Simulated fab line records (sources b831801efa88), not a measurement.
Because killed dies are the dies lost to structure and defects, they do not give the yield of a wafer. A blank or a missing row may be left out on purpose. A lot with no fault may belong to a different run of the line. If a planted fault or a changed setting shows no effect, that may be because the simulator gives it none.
The same fault as seen by 2 desks -- flow gf180mcu -- what lay behind the numbers comes last; until then each desk has only its own

== TOOL OWNER'S DESK, pvd-sputter-04 ==
The tool's own readings at GF_TOP_METAL_SPUTTER_02 (material AlCu, target thk 900 nm, time 47.82 s): means of the sampled wafers that have a number, for each lot that ran on this tool. If a lot's mean is further than 4 standard deviations from the usual mean, the lot is out of limits and carries the mark OUT (the distance appears in the brackets).
Columns: A = substrate-temp-c at GF_TOP_METAL_SPUTTER_02, usual 250.00 C; B = throttle-valve-pct at GF_TOP_METAL_SPUTTER_02, usual 30.1 %
lot,first seen here,A,B
L506,day 29 01:29,250.14,31.4
L507,day 29 11:26,250.09,30.3
L512,day 30 21:10,250.10,29.3
L513,day 30 23:56,250.01,29.9
L515,day 31 16:59,250.11,29.9
This desk's finding: nothing out of limits on any of the 5 lots.

== AT THE METROLOGY DESK ==
What the gauges read, lot by lot, whatever tool the lot ran on: means of the sampled wafers that have a number. If a lot's mean is further than 4 standard deviations from the usual mean, the lot is out of limits and carries the mark OUT (the distance appears in the brackets).
Columns: A = V5_W_RS at GF_V5_RS_MEAS_24, usual 0.321 ohm/sq; B = TOP_METAL_ALCU_RS at GF_TOP_METAL_RS_MEAS_05, usual 0.0326 ohm/sq; C = TOP_METAL_ALCU_THK at GF_TOP_METAL_THK_MEAS_06, usual 928 nm
lot,first seen here,A,B,C
L506,day 29 00:54,0.322,0.0323,929
L507,day 29 10:49,0.316,0.0323,937
L512,day 30 20:35,0.332,0.0352 (+7.4) OUT,867 (-5.1) OUT
L513,day 30 23:19,0.327,0.0334,910
L515,day 31 16:23,0.327,0.0340 (+4.1) OUT,892
L519,day 32 13:46,0.312,0.0329,916
L520,day 32 20:17,0.319,0.0326,923
L522,day 33 06:21,0.317,0.0327,920
L524,day 33 21:28,0.319,0.0325,933
This desk's result: L512, L515 out of limits, first on L512 (TOP_METAL_ALCU_RS at GF_TOP_METAL_RS_MEAS_05), day 30 21:17. L506, L507, L513, L519, L520, L522, L524 stayed within limits.

== PUT TOGETHER ==
On L512, L515, the metrology desk was in a position to raise an alarm at day 30 21:17.
The tool owner's desk saw nothing out of limits.
The tool owner's desk has L512, L515 on record, within its limits.
All the named lots went through GF_TOP_METAL_SPUTTER_02 on pvd-sputter-04.

== WHAT THE SIMULATOR HAD PUT IN ==
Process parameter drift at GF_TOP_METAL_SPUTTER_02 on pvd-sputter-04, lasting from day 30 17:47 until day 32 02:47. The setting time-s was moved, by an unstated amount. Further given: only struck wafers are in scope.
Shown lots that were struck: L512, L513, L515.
Hours from the fault's start to each desk's first reading out of limits: the metrology desk, 3.
